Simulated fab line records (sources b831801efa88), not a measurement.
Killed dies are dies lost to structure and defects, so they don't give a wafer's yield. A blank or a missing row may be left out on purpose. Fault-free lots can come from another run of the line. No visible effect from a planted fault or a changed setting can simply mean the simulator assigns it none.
Chamber matching :: flow gf180mcu :: 4 sister chambers for GF_V1_CMP_04 on cmp-02
The step polishes SiO2. 4 wafers are shown with their chamber, then 7 later ones without.

== WAFERS, EACH WITH ITS CHAMBER ==
wafer: L671.2
chamber: 3
motor current A (A): 13.2

wafer: L674.5
chamber: 2
motor current A (A): 12.0

wafer: L679.1
chamber: 0
motor current A (A): 12.7

wafer: L679.3
chamber: 1
motor current A (A): 10.6

== WAFERS WITHOUT THEIR CHAMBER ==
wafer: L679.5
motor current A (A): 11.3

wafer: L683.1
motor current A (A): 11.4

wafer: L683.4
motor current A (A): 10.7

wafer: L683.6
motor current A (A): 12.1

wafer: L686.2
motor current A (A): 11.5

wafer: L686.3
motor current A (A): 13.5

wafer: L686.6
motor current A (A): 13.6

== CHAMBER TAKEN BY EACH ==
wafer: L679.5
from the rows above: can't be placed: 2 or 1 or 0
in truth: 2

wafer: L683.1
from the rows above: can't be placed: 2 or 1 or 0
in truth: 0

wafer: L683.4
from the rows above: 1
in truth: 1

wafer: L683.6
from the rows above: can't be placed: 2 or 0
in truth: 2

wafer: L686.2
from the rows above: can't be placed: 2 or 1 or 0
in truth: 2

wafer: L686.3
from the rows above: can't be placed: 3 or 0
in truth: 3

wafer: L686.6
from the rows above: can't be placed: 3 or 0
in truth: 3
Correctly placed: 1 of 7. From these rows, 6 cannot be placed; in 6 the true chamber is one of the candidates. Wrongly placed: 0.
How it was worked out, from the rows above alone: a wafer's distance from a chamber is the root of the sum, over the readings, of the square of ((its reading less the chamber's mean) divided by the reading's scatter). The wafer belongs to the nearest chamber; if the next one is less than 2 further off, it can't be placed. For every chamber, the mean is computed from those of its wafers that are shown. The scatter (one wafer shown for each chamber): square how far every hidden wafer sits from the nearest shown wafer, average those squares and take the square root.
